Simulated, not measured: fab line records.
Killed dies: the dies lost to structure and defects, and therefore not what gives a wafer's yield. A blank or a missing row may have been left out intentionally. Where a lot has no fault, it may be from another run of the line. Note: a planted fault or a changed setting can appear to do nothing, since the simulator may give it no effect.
Which tool did it? + flow sky130 + 12 lots (36 wafers sampled), 1 step of a 708-step route

## WHAT EACH GAUGE READ, for each wafer
SKY_SD_P_OVL_MEAS_08.
| lot  | measured     | on         | SD_P_OVL (nm) |
|------|--------------|------------|---------------|
| L075 | day 26 01:02 | overlay-02 | 1.2 2.7 2.0   |
| L077 | day 26 21:11 | overlay-02 | 2.3 -0.1 2.0  |
| L079 | day 27 01:21 | overlay-02 | 1.4 1.2 0.6   |
| L081 | day 28 04:11 | overlay-01 | 0.6 2.0 0.0   |
| L083 | day 28 09:32 | overlay-02 | 2.0 1.0 3.9   |
| L085 | day 29 04:46 | overlay-02 | 0.5 1.6 0.1   |
| L087 | day 30 01:02 | overlay-02 | -0.4 1.0 0.0  |
| L089 | day 30 13:31 | overlay-01 | -0.4 0.1 0.4  |
| L091 | day 31 03:43 | overlay-01 | 1.1 0.5 -0.4  |
| L093 | day 32 07:25 | overlay-02 | 1.5 2.2 0.8   |
| L095 | day 32 14:44 | overlay-02 | 1.1 1.0 1.4   |
| L097 | day 33 05:17 | overlay-01 | 1.5 3.1 -0.1  |

## WHAT TOOL EACH LOT RAN ON (gives the tool, then ch and the chambers of the sampled wafers, and finally the start)
Before these readings, the record contains no process step.

## THE ANSWER, worked out from the rows above alone
Rule: usual is defined by the lots themselves. Put in order of their means at a reading, lots are off if they are a third of the lots or fewer, leave a main group of 4 or more, and stand apart from it by a gap of 3 or more times the standard deviation of the main group's means; of several such gaps the widest counts. A main group whose means are all the same, to the digits that the tables above print for the reading, isn't used. A lot without any number at a reading at which 4 lots or more have one is off too. Where the step has rows for the other lots, those lots are counted as sound.
Nothing can be told from this: no lot is off at any reading shown.

## WHAT WAS PUT IN BY THE SIMULATOR
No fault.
